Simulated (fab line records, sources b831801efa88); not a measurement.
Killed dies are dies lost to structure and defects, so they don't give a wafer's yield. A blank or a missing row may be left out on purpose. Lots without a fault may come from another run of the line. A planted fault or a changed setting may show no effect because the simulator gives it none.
Tool commonality check | flow gf180mcu | 12 lots, 36 wafers sampled

WHY IT WAS OPENED
At GF_LVPWELL_TW_MEAS_11 the reading LVPWELL_TW is flagged on 1 of 12 lots. Wafers without a fault read 557, standard deviation 3.9.
Rule: a lot is flagged when every wafer of it that has a number lies more than 4 standard deviations from that mean, or none has a number. The other lots count as sound.

lot  | measured    | on            | LVPWELL_TW, wafer by wafer | flag
L725 | day 3 19:55 | film_metro-02 | 561 561 562                |
L726 | day 4 02:50 | film_metro-02 | 559 561 562                |
L727 | day 4 09:50 | film_metro-01 | 556 556 558                |
L729 | day 4 20:27 | film_metro-01 | 556 554 556                |
L735 | day 6 06:05 | film_metro-01 | 552 553 551                |
L738 | day 6 22:43 | film_metro-01 | 548 552 550                |
L739 | day 7 04:06 | film_metro-01 | 30 30 30                   | FLAGGED
L741 | day 7 16:15 | film_metro-02 | 558 556 559                |
L743 | day 8 02:40 | film_metro-02 | 557 556 557                |
L744 | day 8 08:48 | film_metro-02 | 560 560 558                |
L745 | day 8 15:38 | film_metro-03 | 561 558 560                |
L746 | day 8 18:47 | film_metro-01 | 556 555 554                |
The numbers of the flagged lots are 30 on average: -527 against the usual, or -99 or more standard deviations.

WHICH TOOL RAN EACH LOT
The record holds 1 process step before the reading, out of a route of 602 steps. In each cell: the tool, then ch and the chambers that the sampled wafers went through, then the start.
lot  | flag    | GF_LVPWELL_EXPOSE_04
L725 |         | iline_stepper-02 ch 0, day 3 13:40
L726 |         | iline_stepper-01 ch 0, day 3 20:13
L727 |         | iline_stepper-01 ch 0, day 4 03:04
L729 |         | iline_stepper-01 ch 0, day 4 13:22
L735 |         | iline_stepper-01 ch 0, day 5 22:23
L738 |         | iline_stepper-02 ch 0, day 6 14:41
L739 | FLAGGED | iline_stepper-02 ch 0, day 6 20:37
L741 |         | iline_stepper-02 ch 0, day 7 07:54
L743 |         | iline_stepper-02 ch 0, day 7 18:22
L744 |         | iline_stepper-02 ch 0, day 7 23:59
L745 |         | iline_stepper-01 ch 0, day 8 07:26
L746 |         | iline_stepper-02 ch 0, day 8 10:44
What these steps do:
- GF_LVPWELL_EXPOSE_04: exposes mask LVPWELL, target cd 600 nm.
- GF_LVPWELL_TW_MEAS_11

FLAGGED OVER TOTAL, TOOL BY TOOL (the gauges that took the reading come last)
step                  | tool             | lots run | flagged | share of the flagged lots | sound lots run after its first flagged lot
GF_LVPWELL_EXPOSE_04  | iline_stepper-01 | 5        | 0       | none                      | -
GF_LVPWELL_EXPOSE_04  | iline_stepper-02 | 7        | 1       | all                       | 4 (L741,L743,L744,L746)
GF_LVPWELL_TW_MEAS_11 | film_metro-01    | 6        | 1       | all                       | 1 (L746)
GF_LVPWELL_TW_MEAS_11 | film_metro-02    | 5        | 0       | none                      | -
GF_LVPWELL_TW_MEAS_11 | film_metro-03    | 1        | 0       | none                      | -

WHAT THE TABLE ALLOWS
2 rows of the table ran every flagged lot: iline_stepper-02 at GF_LVPWELL_EXPOSE_04, film_metro-01 at GF_LVPWELL_TW_MEAS_11.
- iline_stepper-02 at GF_LVPWELL_EXPOSE_04: 1 of its 7 lots flagged. Sound lots ran on it after the first flagged one (L741, L743, L744, L746), which a lasting fault on the whole tool wouldn't allow.
- film_metro-01 at GF_LVPWELL_TW_MEAS_11: 1 of its 6 lots flagged. Sound lots ran on it after the first flagged one (L746), which a lasting fault on the whole tool wouldn't allow.
No row of the table ran every flagged lot and no sound lot after the first.

WHAT THE SIMULATOR HAD PUT IN
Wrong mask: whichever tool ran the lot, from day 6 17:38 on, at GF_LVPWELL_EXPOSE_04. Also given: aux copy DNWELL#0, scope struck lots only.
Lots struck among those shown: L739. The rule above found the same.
